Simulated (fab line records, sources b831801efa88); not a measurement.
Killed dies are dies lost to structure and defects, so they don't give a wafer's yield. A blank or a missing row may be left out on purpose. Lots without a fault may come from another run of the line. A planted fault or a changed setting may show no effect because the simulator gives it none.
Chamber matching | flow gf180mcu | GF_CONTACT_CMP_04 on cmp-02: 4 sister chambers
The step polishes SiO2. 8 wafers are shown with their chamber, then 11 later ones without.

WAFERS WITH THEIR CHAMBER
wafer  | chamber | motor_current_A (A) | head_pressure_psi (psi)
L081.6 | 2       | 14.2                | 4.008
L083.1 | 0       | 11.9                | 4.004
L083.3 | 2       | 13.6                | 3.996
L083.6 | 1       | 12.8                | 3.995
L084.1 | 3       | 14.1                | 3.996
L084.2 | 1       | 12.7                | 4.010
L084.4 | 0       | 11.2                | 3.992
L089.1 | 3       | 13.8                | 4.002

WAFERS WITHOUT THEIR CHAMBER
wafer  | motor_current_A (A) | head_pressure_psi (psi)
L089.2 | 11.7                | 3.995
L089.3 | 13.1                | 3.988
L091.2 | 12.0                | 3.994
L091.3 | 13.8                | 3.980
L091.4 | 13.5                | 3.984
L092.2 | 13.0                | 4.000
L092.5 | 13.3                | 3.998
L092.6 | 13.6                | 3.988
L093.2 | 13.4                | 3.995
L093.3 | 13.8                | 3.988
L093.5 | 12.4                | 3.994

WHICH CHAMBER EACH WENT THROUGH
wafer  | from the rows above          | in truth
L089.2 | 0                            | 0
L089.3 | can't be placed: 1 or 3 or 2 | 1
L091.2 | can't be placed: 0 or 1      | 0
L091.3 | can't be placed: 3 or 2 or 1 | 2
L091.4 | can't be placed: 3 or 2 or 1 | 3
L092.2 | can't be placed: 1 or 2 or 3 | 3
L092.5 | can't be placed: 1 or 2 or 3 | 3
L092.6 | can't be placed: 3 or 2 or 1 | 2
L093.2 | can't be placed: 3 or 2 or 1 | 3
L093.3 | can't be placed: 3 or 2      | 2
L093.5 | can't be placed: 1 or 0      | 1
Placed correctly: 1 of 11. Can't be placed from these rows: 10 (the true chamber is among the candidates in 10). Placed wrongly: 0.
How it was worked out, from the rows above alone: a wafer's distance from a chamber is the root of the sum, over the readings, of the square of ((its reading less the chamber's mean) divided by the reading's scatter). The wafer belongs to the nearest chamber; if the next one is less than 2 further off, it can't be placed. A chamber's mean is the mean of its shown wafers. The scatter: the root of (the sum of the squares of (reading less its chamber's mean) over the shown wafers, divided by (wafers less chambers)).
